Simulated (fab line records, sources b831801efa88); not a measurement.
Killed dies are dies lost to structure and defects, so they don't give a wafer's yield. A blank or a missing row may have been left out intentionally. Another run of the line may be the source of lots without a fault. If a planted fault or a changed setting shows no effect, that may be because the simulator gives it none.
fab line records	flow sky130
record lots=11	wafers=33	last-day=50
route steps=708 shown METAL3@563 VIA3@573 PAD_OPEN@708
lots that met no fault: taken from a fault-free run of the same line
start-h: start of the lot's first displayed wafer, in hours after the record's first day	wait-h: hours since the lot's step before	" unchanged from the row above	L1.1+2: several wafers, shown together as one row	- either no value or no given start	* or withheld: withheld	< > ~ a bound
route shown NAME@n: NAME is a module with steps in the file, n the number in the route of the first one	usual: the fault-free wafers' mean and standard deviation	same: alike in all rows	chamber/n: place in a boat	sites: per-site readings	_std_site: how widely they spread, as a standard deviation	_edge_site: inner sites' mean taken away from outer sites' mean	radius-mm: how far each site lies from the wafer's centre	mask NAME#n: copy n	behind: the most recent tool/chamber to have shaped the wafer	hold: reason for holding the lot/hours on hold/outcome of the hold	device: transistor that didn't switch, given as n, p or np	end of line: at the end of the route, the tests of the same wafers	for a step that has no rows: nothing shown but its recipe	killed: at the first sort, the dies lost to defects and structure; wafer yield is something else	map: a wafer's dies, x killed, . not, _ none there
set.NAME: the setting the step ran with; set.NAME@STEP: the setting that earlier step ran with	model.NAME: the simulator's own value behind a step, which no gauge read
the route's steps for a sample of lots (tables are steps, rows are wafers)
services: a tool's chamber out of use, with start hour (start-h, from the record's first day; less than 0 if before it), hours out, and reason
## steps
# step SKY_METAL3_CD_MEAS_13
# recipe target-cd-nm=300
# usual cd-nm=299.5/1.4
lot.wafer	tool	chamber	start-h	wait-h	cd-nm
L982.1	cd-sem-02	-	898.49	-	299.1
L982.2	"	-	"	"	299.2
L982.6	"	-	"	"	301.1
L987.2	cd-sem-01	-	938.46	-	298.4
L987.3	"	-	"	"	297.1
L987.4	"	-	"	"	298.2
L990.2	cd-sem-01	-	965.96	-	300.2
L990.4	"	-	"	"	300.5
L990.6	"	-	"	"	298.6
L994.1	cd-sem-02	-	989.29	-	301.1
L994.2	"	-	"	"	300.5
L994.4	"	-	"	"	299.6
L995.3	cd-sem-01	-	996.33	-	300.9
L995.4	"	-	"	"	301.0
L995.6	"	-	"	"	300.8
L996.1	cd-sem-02	-	999.66	-	299.7
L996.4	"	-	"	"	298.4
L996.6	"	-	"	"	299.1
L997.1	cd-sem-01	-	1011.11	-	297.4
L997.2	"	-	"	"	298.7
L997.4	"	-	"	"	297.4
L101.4	cd-sem-02	-	1043.67	-	299.6
L101.5	"	-	"	"	298.1
L101.6	"	-	"	"	298.9
L103.3	cd-sem-01	-	1044.48	-	299.3
L103.4	"	-	"	"	299.7
L103.5	"	-	"	"	300.3
L104.4	cd-sem-02	-	1050.17	-	296.1
L104.5	"	-	"	"	297.0
L104.6	"	-	"	"	296.7
L105.3	cd-sem-01	-	1055.03	-	300.7
L105.4	"	-	"	"	299.4
L105.5	"	-	"	"	300.6
# step SKY_METAL3_METAL_ETCH_18
# recipe target-depth-a=8450	stop-on=SiO2	over-etch-frac=0.3	time-s=183.1	chemistry=Cl2/BCl3	resist-sidewall-deg=88	pressure-mtorr=10	icp-w=900	bias-w=48.5	Cl2_flow_sccm=60	bcl3-flow-sccm=30
# usual drypump-motor-current-A=5.49/0.28	oes-product-au=0.866/0.0065	throttle-valve-pct=22.264/0.0082
lot.wafer	tool	chamber	start-h	wait-h	drypump-motor-current-A	oes-product-au	rf-hours-counter-h	throttle-valve-pct
L982.1	rie-metal-02	1	898.93	0.0	5.23	0.865	2	22.262
L982.2	"	0	"	"	5.73	0.871	18	22.265
L982.6	"	0	"	"	5.71	0.872	-	22.275
L987.2	rie-metal-03	1	938.75	0.0	5.90	0.871	1	22.266
L987.3	"	0	"	"	5.37	0.870	-	22.255
L987.4	"	1	"	"	5.91	0.875	-	22.260
L990.2	rie-metal-02	1	966.25	0.0	5.22	0.868	6	22.258
L990.4	"	1	"	"	5.22	0.874	-	22.263
L990.6	"	0	"	"	5.73	0.867	-	22.272
L994.1	rie-metal-03	0	989.60	0.0	5.39	0.864	1	22.266
L994.2	"	1	"	"	5.88	0.858	4	22.270
L994.4	"	0	"	"	5.39	0.861	-	22.271
L995.3	rie-metal-02	0	996.66	0.1	5.73	0.871	-	22.271
L995.4	"	1	"	"	5.24	0.870	-	22.266
L995.6	"	0	"	"	5.73	0.863	-	22.264
L996.1	rie-metal-02	0	999.97	0.0	5.72	0.867	4	22.277
L996.4	"	0	"	"	5.72	0.861	-	22.252
L996.6	"	0	"	"	5.74	0.865	-	22.250
L997.1	rie-metal-03	0	1011.42	0.0	5.37	0.862	2	22.271
L997.2	"	1	"	"	5.85	0.867	5	22.277
L997.4	"	1	"	"	5.83	0.858	-	22.261
L101.4	rie-metal-01	1	1044.02	0.1	5.59	0.868	-	22.257
L101.5	"	0	"	"	5.07	0.861	-	22.267
L101.6	"	1	"	"	5.60	0.862	-	22.278
L103.3	rie-metal-03	0	1044.81	0.1	5.37	0.869	-	22.266
L103.4	"	1	"	"	5.86	0.871	-	22.266
L103.5	"	0	"	"	5.36	0.872	-	22.267
L104.4	rie-metal-03	1	1050.52	0.1	5.87	0.868	-	22.252
L104.5	"	0	"	"	5.40	0.867	-	22.259
L104.6	"	1	"	"	5.89	0.865	-	22.271
L105.3	rie-metal-03	0	1055.38	0.1	5.40	0.881	-	22.260
L105.4	"	1	"	"	5.86	0.876	-	22.270
L105.5	"	0	"	"	5.38	0.865	-	22.258
# step SKY_VIA3_HDPCVD_00
# recipe material=SiO2	target-thk-nm=1635	sigma-open-frac=0.3	time-s=272.5	temp-c=400	sih4-flow-sccm=60	pressure-mtorr=6
# usual pressure-mtorr=5.999/0.012	run-length-s=300.3/0.32
lot.wafer	tool	chamber	start-h	wait-h	pressure-mtorr	run-length-s
L982.1	hdpcvd-02	0	899.70	0.0	6.006	300.1
L982.2	"	2	"	"	5.992	300.9
L982.6	"	0	"	"	6.010	300.0
L987.2	hdpcvd-01	1	939.52	0.0	5.979	299.8
L987.3	"	0	"	"	5.998	300.4
L987.4	"	1	"	"	5.992	300.3
L990.2	hdpcvd-02	0	967.02	0.0	6.007	300.2
L990.4	"	1	"	"	6.015	300.5
L990.6	"	0	"	"	6.000	300.3
L994.1	hdpcvd-02	0	990.37	0.0	-	-
L994.2	"	1	"	"	-	-
L994.4	"	1	"	"	-	-
L995.3	hdpcvd-01	1	997.37	0.0	-	-
L995.4	"	1	"	"	-	-
L995.6	"	2	"	"	-	-
L996.1	hdpcvd-01	2	1000.75	0.0	-	-
L996.4	"	1	"	"	-	-
L996.6	"	2	"	"	-	-
L997.1	hdpcvd-01	1	1012.20	0.0	5.991	300.5
L997.2	"	0	"	"	6.003	299.8
L997.4	"	0	"	"	5.999	299.8
L101.4	hdpcvd-02	1	1044.82	0.1	5.988	300.6
L101.5	"	0	"	"	5.987	300.5
L101.6	"	1	"	"	6.009	300.4
L103.3	hdpcvd-01	0	1045.52	0.0	6.007	300.2
L103.4	"	2	"	"	5.991	300.1
L103.5	"	0	"	"	6.005	299.8
L104.4	hdpcvd-02	2	1051.32	0.1	6.005	300.3
L104.5	"	1	"	"	6.003	300.7
L104.6	"	0	"	"	6.007	299.9
L105.3	hdpcvd-02	1	1056.13	0.0	5.979	300.7
L105.4	"	1	"	"	6.014	300.3
L105.5	"	0	"	"	5.989	300.4
# step SKY_VIA3_OVL_MEAS_13
# usual VIA3_OVL=2/6.5
lot.wafer	tool	chamber	start-h	wait-h	VIA3_OVL[nm]
L982.1	overlay-02	-	926.04	0.1	8
L982.2	"	-	"	"	11
L982.6	"	-	"	"	2
L987.2	overlay-02	-	963.99	0.1	6
L987.3	"	-	"	"	11
L987.4	"	-	"	"	6
L990.2	overlay-01	-	990.64	0.1	6
L990.4	"	-	"	"	18
L990.6	"	-	"	"	1
L994.1	overlay-02	-	1014.38	0.1	1
L994.2	"	-	"	"	-3
L994.4	"	-	"	"	2
L995.3	overlay-01	-	1021.26	0.1	13
L995.4	"	-	"	"	-2
L995.6	"	-	"	"	4
L996.1	overlay-02	-	1023.81	0.1	-7
L996.4	"	-	"	"	-1
L996.6	"	-	"	"	-2
L997.1	overlay-02	-	1034.63	0.1	-6
L997.2	"	-	"	"	-9
L997.4	"	-	"	"	-2
L101.4	overlay-01	-	1067.43	0.1	2
L101.5	"	-	"	"	-2
L101.6	"	-	"	"	1
L103.3	overlay-01	-	1068.31	0.1	-6
L103.4	"	-	"	"	3
L103.5	"	-	"	"	-7
L104.4	overlay-01	-	1073.85	0.1	-1
L104.5	"	-	"	"	-2
L104.6	"	-	"	"	-1
L105.3	overlay-01	-	1077.82	0.1	-7
L105.4	"	-	"	"	-7
L105.5	"	-	"	"	-3
# step SKY_VIA3_ETCH_15
# recipe target=SiO2	chemistry=C4F8/O2/Ar	target-depth-nm=507	stop-on=TiN	mask-material=KrF-thick	source-w=1500	bias-w=1200	pressure-mtorr=40	c4f8-flow-sccm=withheld	O2_flow_sccm=6	Ar_flow_sccm=300	time-s=78
# usual oes-product-au=0.946/0.0051
lot.wafer	tool	chamber	start-h	wait-h	oes-product-au
L982.1	rie-diel-04	2	926.12	0.0	0.949
L982.2	"	0	"	"	0.946
L982.6	"	1	"	"	0.942
L987.2	rie-diel-03	3	964.06	0.0	0.948
L987.3	"	2	"	"	0.954
L987.4	"	0	"	"	0.955
L990.2	rie-diel-01	0	990.71	0.0	0.951
L990.4	"	1	"	"	0.947
L990.6	"	3	"	"	0.944
L994.1	rie-diel-03	0	1014.46	0.0	0.380
L994.2	"	1	"	"	0.373
L994.4	"	2	"	"	0.380
L995.3	rie-diel-03	2	1021.32	0.0	0.374
L995.4	"	1	"	"	0.377
L995.6	"	3	"	"	0.369
L996.1	rie-diel-01	1	1023.89	0.0	0.371
L996.4	"	1	"	"	0.376
L996.6	"	3	"	"	0.370
L997.1	rie-diel-03	1	1034.71	0.0	0.943
L997.2	"	0	"	"	0.935
L997.4	"	2	"	"	0.949
L101.4	rie-diel-04	0	1067.49	0.0	0.948
L101.5	"	3	"	"	0.934
L101.6	"	2	"	"	0.943
L103.3	rie-diel-01	2	1068.37	0.0	0.946
L103.4	"	0	"	"	0.938
L103.5	"	0	"	"	0.949
L104.4	rie-diel-03	2	1073.91	0.0	0.952
L104.5	"	3	"	"	0.944
L104.6	"	2	"	"	0.946
L105.3	rie-diel-03	0	1077.89	0.0	0.943
L105.4	"	1	"	"	0.946
L105.5	"	3	"	"	0.941
# step SKY_PAD_OPEN_PROBE_99
# usual defect-limited-yield=82.3/2	killed_at_M0_to_M3=43/6.7	killed_at_M4_up=3.0/1.9	killed-at-contacts=25/5.4	killed-at-front-end=16/4.5	killed-at-other=0.4/0.62	killed-dies=87/9.6	killed-on-rim=17/3.6	killed-open=47/7	killed-short=39/6.1	sort_bin_3_pad_short=0.9/0.43	sort_bin_5_function=10.4/1.6	sort_bin_6_memory=6.3/0.99	sort-n-pass=405/9.6	sort-yield-pct=82.3/2
# same gross-dies=492	killed-at-back-side=0	sort_bin_4_leakage[%]=0	sort_bin_8_speed[%]=0
lot.wafer	tool	chamber	start-h	wait-h	defect-limited-yield[%]	killed_at_M0_to_M3	killed_at_M4_up	killed-at-contacts	killed-at-front-end	killed-at-other	killed-dies	killed-on-rim	killed-open	killed-short	sort_bin_3_pad_short[%]	sort_bin_5_function[%]	sort_bin_6_memory[%]	sort-n-pass	sort-yield-pct[%]
L982.1	prober-01	-	1072.39	0.1	81.7	46	3	28	13	0	90	18	52	38	1.8	10.4	6.1	402	81.7
L982.2	prober-01	-	1072.44	0.1	80.9	44	3	33	14	0	94	17	54	39	0.8	11.8	6.5	398	80.9
L982.6	prober-01	-	1072.64	0.2	78.3	47	2	38	20	0	107	13	56	51	1.4	12.2	8.1	385	78.3
L987.2	prober-02	-	1104.41	0.1	81.1	52	4	25	12	0	93	23	50	43	1.0	10.0	7.9	399	81.1
L987.3	prober-02	-	1104.46	0.2	82.3	46	3	21	16	1	87	21	51	36	1.0	10.4	6.3	405	82.3
L987.4	prober-02	-	1104.51	0.2	83.7	45	1	22	10	2	80	11	44	35	0.4	10.6	5.3	412	83.7
L990.2	prober-01	-	1127.84	0.1	83.5	46	4	21	10	0	81	19	49	31	0.8	10.4	5.3	411	83.5
L990.4	prober-01	-	1127.94	0.2	80.3	58	2	26	11	0	97	17	48	49	1.2	11.8	6.7	395	80.3
L990.6	prober-01	-	1128.04	0.2	83.9	37	1	19	22	0	79	15	32	47	1.8	9.1	5.1	413	83.9
L994.1	prober-01	-	1147.82	0.1	0	481	2	3	5	1	492	96	12	7	18.3	78.9	2.8	0	0
L994.2	prober-01	-	1147.87	0.1	0	481	1	4	5	1	492	96	11	6	28.0	68.5	3.5	0	0
L994.4	prober-01	-	1147.97	0.2	0	481	2	5	4	0	492	96	9	5	23.6	74.2	2.2	0	0
L995.3	prober-02	-	1151.78	0.2	0	481	1	5	4	1	492	96	6	15	22.4	75.4	2.2	0	0
L995.4	prober-02	-	1151.83	0.2	0	481	2	3	5	1	492	96	15	6	22.8	72.8	4.5	0	0
L995.6	prober-02	-	1151.93	0.2	0	478	1	11	2	0	492	96	12	10	22.0	73.8	4.3	0	0
L996.1	prober-01	-	1155.94	0.1	0	485	1	6	0	0	492	96	7	4	24.8	70.9	4.3	0	0
L996.4	prober-01	-	1156.09	0.2	0	482	0	9	0	1	492	96	9	7	23.4	73.4	3.3	0	0
L996.6	prober-01	-	1156.19	0.2	0	487	2	0	3	0	492	96	8	6	21.7	74.8	3.5	0	0
L997.1	prober-02	-	1161.31	0.1	82.9	41	8	24	11	0	84	20	41	42	0.6	11.4	5.1	408	82.9
L997.2	prober-02	-	1161.36	0.1	81.9	46	3	24	15	1	89	18	42	47	1.2	10.4	6.5	403	81.9
L997.4	prober-02	-	1161.46	0.2	80.9	50	3	23	18	0	94	23	50	44	2.2	10.4	6.5	398	80.9
L101.4	prober-01	-	1189.76	0.2	83.5	41	3	25	12	0	81	20	44	37	0.4	8.3	7.7	411	83.5
L101.5	prober-01	-	1189.81	0.2	85.0	34	1	17	22	0	74	17	49	25	0.6	8.9	5.5	418	85.0
L101.6	prober-01	-	1189.86	0.2	83.3	43	0	27	12	0	82	16	46	36	0	10.4	6.3	410	83.3
L103.3	prober-02	-	1191.21	0.2	80.3	43	3	31	19	1	97	24	54	42	1.0	11.6	7.1	395	80.3
L103.4	prober-02	-	1191.26	0.2	81.5	47	3	22	19	0	91	19	44	47	0.6	10.6	7.3	401	81.5
L103.5	prober-02	-	1191.31	0.2	86.4	29	3	21	14	0	67	14	33	34	0.6	8.5	4.5	425	86.4
L104.4	prober-01	-	1194.19	0.2	83.3	39	2	32	9	0	82	16	44	38	0.8	10.4	5.5	410	83.3
L104.5	prober-01	-	1194.24	0.2	81.9	46	4	19	20	0	89	19	43	45	1.4	8.3	8.3	403	81.9
L104.6	prober-01	-	1194.29	0.2	86.4	37	1	18	11	0	67	10	43	24	0.8	7.5	5.3	425	86.4
L105.3	prober-02	-	1196.49	0.2	89.0	31	4	11	7	1	54	10	26	28	0	7.1	3.9	438	89.0
L105.4	prober-02	-	1196.54	0.2	84.6	33	2	31	10	0	76	17	42	34	0.2	10.6	4.7	416	84.6
L105.5	prober-02	-	1196.59	0.2	83.1	39	4	26	14	0	83	24	47	36	1.2	9.6	6.1	409	83.1
# killed by level:class
L982.1 VIA1:geometric-particle:open=16 CONTACT:geometric-particle:open=13 VIA2:geometric-particle:open=9 FIELD_ISO:geometric-particle:short=6 LOCAL_INTERCONNECT:geometric-particle:short=6 VIA3:geometric-particle:open=6 CONTACT:geometric-particle:short=5 VIA1:geometric-particle:short=4
L982.2 CONTACT:geometric-particle:open=13 LI_CONTACT:geometric-particle:open=11 VIA1:geometric-particle:open=10 VIA3:geometric-particle:open=9 METAL1:geometric-particle:short=7 VIA1:geometric-particle:short=4 FIELD_ISO:geometric-particle:short=3 POLY_GATE:geometric-particle:short=3
L982.6 VIA1:geometric-particle:open=12 LI_CONTACT:geometric-particle:open=11 CONTACT:geometric-particle:open=11 VIA1:geometric-particle:short=8 FIELD_ISO:geometric-particle:short=7 LI_CONTACT:geometric-particle:short=6 CONTACT:geometric-particle:short=6 METAL2:geometric-particle:short=6
L987.2 VIA1:geometric-particle:open=11 CONTACT:geometric-particle:open=10 LI_CONTACT:geometric-particle:open=8 METAL2:geometric-particle:short=7 VIA2:geometric-particle:open=7 VIA3:geometric-particle:short=7 VIA1:geometric-particle:short=5 POLY_GATE:geometric-particle:short=4
L987.3 VIA1:geometric-particle:open=10 CONTACT:geometric-particle:open=9 VIA3:geometric-particle:open=8 METAL2:geometric-particle:short=7 METAL1:geometric-particle:short=6 LI_CONTACT:geometric-particle:open=5 FIELD_ISO:geometric-particle:open=4 VIA2:geometric-particle:open=4
L987.4 LI_CONTACT:geometric-particle:open=8 VIA1:geometric-particle:open=8 VIA3:geometric-particle:open=7 METAL1:geometric-particle:short=7 CONTACT:geometric-particle:short=6 FIELD_ISO:geometric-particle:short=5 CONTACT:geometric-particle:open=5 VIA2:geometric-particle:open=5
L990.2 CONTACT:geometric-particle:open=11 VIA3:geometric-particle:open=9 VIA1:geometric-particle:open=8 METAL1:geometric-particle:short=7 LI_CONTACT:geometric-particle:open=6 VIA2:geometric-particle:open=6 VIA1:geometric-particle:short=5 POLY_GATE:geometric-particle:short=4
L990.4 VIA3:geometric-particle:open=10 CONTACT:geometric-particle:open=10 VIA1:geometric-particle:open=9 METAL2:geometric-particle:short=9 METAL1:geometric-particle:short=8 LI_CONTACT:geometric-particle:open=6 VIA3:geometric-particle:short=5 FIELD_ISO:geometric-particle:short=4
L990.6 CONTACT:geometric-particle:short=9 VIA3:geometric-particle:open=6 FIELD_ISO:geometric-particle:open=5 METAL2:geometric-particle:short=5 METAL1:geometric-particle:short=5 VIA2:geometric-particle:short=5 FIELD_ISO:geometric-particle:short=4 POLY_GATE:geometric-particle:open=4
L994.1 VIA3:lost-pattern=471 VIA2:geometric-particle:open=4 VIA2:geometric-particle:short=2 LI_CONTACT:geometric-particle:open=2 VIA3:geometric-particle:open=2 NWELL:geometric-particle:short=1 SONOS_ONO:geometric-particle:open=1 SPACER:geometric-particle:short=1
L994.2 VIA3:lost-pattern=474 VIA1:geometric-particle:open=4 POLY_GATE:geometric-particle:short=3 POLY_GATE:geometric-particle:open=2 LI_CONTACT:geometric-particle:open=2 CONTACT:geometric-particle:open=2 VIA2:geometric-particle:short=1 CAPM:geometric-particle:short=1
L994.4 VIA3:lost-pattern=475 LI_CONTACT:geometric-particle:open=3 LI_CONTACT:geometric-particle:short=2 VIA1:geometric-particle:open=2 POLY_GATE:geometric-particle:open=1 POLY_GATE:geometric-particle:short=1 SPACER:geometric-particle:open=1 METAL4:geometric-particle:short=1
L995.3 VIA3:lost-pattern=470 CONTACT:geometric-particle:short=2 METAL1:geometric-particle:short=2 VIA1:geometric-particle:short=2 FIELD_ISO:geometric-particle:short=1 SONOS_ONO:geometric-particle:open=1 POLY_GATE:geometric-particle:short=1 POLY_CUT:geometric-particle:short=1
L995.4 VIA3:lost-pattern=467 VIA3:geometric-particle:open=5 FIELD_ISO:geometric-particle:open=2 CONTACT:geometric-particle:open=2 VIA1:geometric-particle:open=2 VIA2:geometric-particle:short=2 VIA4:area-expose=2 FIELD_ISO:geometric-particle:short=1
L995.6 VIA3:lost-pattern=468 LI_CONTACT:geometric-particle:open=4 CONTACT:geometric-particle:open=4 METAL1:geometric-particle:short=4 CONTACT:geometric-particle:short=3 VIA2:geometric-particle:short=2 FIELD_ISO:geometric-particle:short=1 FIELD_ISO:geometric-particle:open=1
L996.1 VIA3:lost-pattern=478 LI_CONTACT:geometric-particle:open=3 CONTACT:geometric-particle:open=2 METAL2:geometric-particle:short=2 VIA3:area-hdpcvd=2 LI_CONTACT:geometric-particle:short=1 METAL1:geometric-particle:short=1 VIA2:geometric-particle:open=1
L996.4 VIA3:lost-pattern=475 LI_CONTACT:geometric-particle:open=5 CONTACT:geometric-particle:open=3 VIA2:geometric-particle:short=2 LI_CONTACT:geometric-particle:short=1 METAL1:geometric-particle:short=1 VIA1:geometric-particle:open=1 METAL2:geometric-particle:short=1
L996.6 VIA3:lost-pattern=476 VIA1:geometric-particle:open=5 METAL2:geometric-particle:short=2 VIA2:geometric-particle:open=2 VIA4:area-expose=2 FIELD_ISO:geometric-particle:short=1 FIELD_ISO:geometric-particle:open=1 SPACER:geometric-particle:short=1
L997.1 CONTACT:geometric-particle:open=8 VIA1:geometric-particle:short=8 VIA1:geometric-particle:open=8 VIA2:geometric-particle:open=7 LI_CONTACT:geometric-particle:open=7 FIELD_ISO:geometric-particle:short=5 METAL4:geometric-particle:short=5 LOCAL_INTERCONNECT:geometric-particle:short=4
L997.2 VIA1:geometric-particle:open=10 VIA1:geometric-particle:short=8 CONTACT:geometric-particle:open=7 METAL2:geometric-particle:short=7 LI_CONTACT:geometric-particle:open=6 POLY_GATE:geometric-particle:short=5 LOCAL_INTERCONNECT:geometric-particle:short=5 METAL1:geometric-particle:short=4
L997.4 VIA1:geometric-particle:open=12 FIELD_ISO:geometric-particle:short=8 LI_CONTACT:geometric-particle:open=7 METAL2:geometric-particle:short=7 CONTACT:geometric-particle:open=7 VIA2:geometric-particle:open=6 VIA3:geometric-particle:open=5 FIELD_ISO:geometric-particle:open=4
L101.4 VIA1:geometric-particle:open=16 CONTACT:geometric-particle:open=8 METAL2:geometric-particle:short=6 LI_CONTACT:geometric-particle:open=5 LOCAL_INTERCONNECT:geometric-particle:short=5 POLY_GATE:geometric-particle:short=4 VIA1:geometric-particle:short=4 METAL1:geometric-particle:short=4
L101.5 VIA3:geometric-particle:open=11 FIELD_ISO:geometric-particle:open=7 POLY_GATE:geometric-particle:open=7 LI_CONTACT:geometric-particle:open=6 VIA1:geometric-particle:open=6 CONTACT:geometric-particle:short=4 FIELD_ISO:geometric-particle:short=3 VIA3:geometric-particle:short=3
L101.6 VIA2:geometric-particle:open=9 LI_CONTACT:geometric-particle:open=9 CONTACT:geometric-particle:open=9 VIA1:geometric-particle:open=9 POLY_GATE:geometric-particle:short=5 CONTACT:geometric-particle:short=5 METAL2:geometric-particle:short=5 FIELD_ISO:geometric-particle:short=4
L103.3 CONTACT:geometric-particle:open=15 VIA1:geometric-particle:open=10 POLY_GATE:geometric-particle:short=7 VIA2:geometric-particle:open=7 CONTACT:geometric-particle:short=6 METAL2:geometric-particle:short=6 POLY_GATE:geometric-particle:open=5 LI_CONTACT:geometric-particle:open=4
L103.4 CONTACT:geometric-particle:open=9 FIELD_ISO:geometric-particle:open=7 VIA1:geometric-particle:open=7 VIA3:geometric-particle:open=7 METAL1:geometric-particle:short=6 VIA1:geometric-particle:short=6 VIA2:geometric-particle:open=6 LOCAL_INTERCONNECT:geometric-particle:short=5
L103.5 CONTACT:geometric-particle:short=7 VIA1:geometric-particle:open=6 METAL1:geometric-particle:short=5 POLY_GATE:geometric-particle:short=4 LI_CONTACT:geometric-particle:open=4 LOCAL_INTERCONNECT:geometric-particle:short=4 CONTACT:geometric-particle:open=4 FIELD_ISO:geometric-particle:short=3
L104.4 CONTACT:geometric-particle:open=14 LI_CONTACT:geometric-particle:open=9 VIA1:geometric-particle:open=6 VIA1:geometric-particle:short=6 VIA2:geometric-particle:open=6 METAL1:geometric-particle:short=5 LI_CONTACT:geometric-particle:short=4 CONTACT:geometric-particle:short=4
L104.5 VIA2:geometric-particle:open=10 METAL1:geometric-particle:short=8 FIELD_ISO:geometric-particle:short=6 LI_CONTACT:geometric-particle:open=6 VIA1:geometric-particle:open=6 POLY_GATE:geometric-particle:open=5 CONTACT:geometric-particle:open=5 METAL2:geometric-particle:short=5
L104.6 VIA1:geometric-particle:open=13 LI_CONTACT:geometric-particle:open=5 CONTACT:geometric-particle:short=4 CONTACT:geometric-particle:open=4 VIA2:geometric-particle:open=4 VIA3:geometric-particle:open=4 FIELD_ISO:geometric-particle:open=3 POLY_GATE:geometric-particle:open=3
L105.3 VIA1:geometric-particle:open=5 CONTACT:geometric-particle:open=5 VIA2:geometric-particle:open=5 METAL4:geometric-particle:short=4 METAL1:geometric-particle:short=4 METAL2:geometric-particle:short=4 VIA3:geometric-particle:open=4 POLY_GATE:geometric-particle:short=3
L105.4 CONTACT:geometric-particle:open=10 LI_CONTACT:geometric-particle:open=8 VIA1:geometric-particle:open=7 VIA2:geometric-particle:open=5 METAL2:geometric-particle:short=5 LI_CONTACT:geometric-particle:short=4 CONTACT:geometric-particle:short=4 LOCAL_INTERCONNECT:geometric-particle:short=3
L105.5 LI_CONTACT:geometric-particle:open=10 VIA3:geometric-particle:open=7 VIA1:geometric-particle:open=6 VIA1:geometric-particle:short=6 VIA2:geometric-particle:open=5 CONTACT:geometric-particle:open=5 FIELD_ISO:geometric-particle:open=4 LOCAL_INTERCONNECT:geometric-particle:short=4
## services
tool	chamber	start-h	hours	kind
rie-metal-03	1	881.61	10.6	repair
rie-metal-01	1	882.25	6.8	repair
rie-diel-03	0	886.30	2.8	repair
rie-metal-01	-	897.51	2.8	pm
rie-diel-04	-	899.83	0.1	repair
rie-diel-01	3	901.56	15.3	repair
rie-diel-03	-	907.49	4.7	repair
rie-diel-01	0	924.03	25.8	repair
rie-diel-01	1	924.27	1.3	repair
rie-metal-01	1	939.61	9.6	repair
rie-diel-01	2	942.74	4.6	repair
hdpcvd-01	-	949.00	14.6	pm
rie-diel-03	0	952.73	5.5	repair
rie-metal-01	-	953.63	0.3	repair
hdpcvd-01	-	963.60	15.0	pm
hdpcvd-01	-	966.21	2.1	repair
rie-diel-01	0	966.26	1.9	repair
rie-diel-01	1	977.61	3.3	repair
rie-diel-04	2	980.51	1.4	repair
rie-metal-02	-	1002.45	1.4	pm
hdpcvd-01	-	1008.29	2.8	pm
hdpcvd-02	2	1027.38	22.1	repair
rie-metal-03	-	1029.06	2.8	pm
rie-diel-04	3	1045.28	8.9	repair
## key
first-sign step=SKY_VIA3_HDPCVD_00	reading=tool-record	direction=missing
effect step=SKY_VIA3_ETCH_15	reading=oes-product-au	direction=down	sigmas=99+	usual=0.946	struck=0.375
effect step=SKY_PAD_OPEN_PROBE_99	reading=killed_at_M0_to_M3	direction=up	sigmas=65	usual=43	struck=482
met-at SKY_VIA3_HDPCVD_00
struck-lots L994,L995,L996
later-rows-left-out L994.1,L994.2,L994.4,L995.3,L995.4,L995.6,L996.1,L996.4,L996.6
not-acting-at SKY_METAL3_CD_MEAS_13,SKY_METAL3_METAL_ETCH_18,SKY_VIA3_OVL_MEAS_13
onset-between 967.02 990.37
fault kind=skipped-step-whole	tool=hdpcvd-01,hdpcvd-02	chamber=-	onset-h=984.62	steps=SKY_VIA3_HDPCVD_00	scope=struck-lots-only
# later-rows-left-out: the simulator's readings of these wafers behind a module that went badly wrong aren't trusted and aren't shown, but for the sort
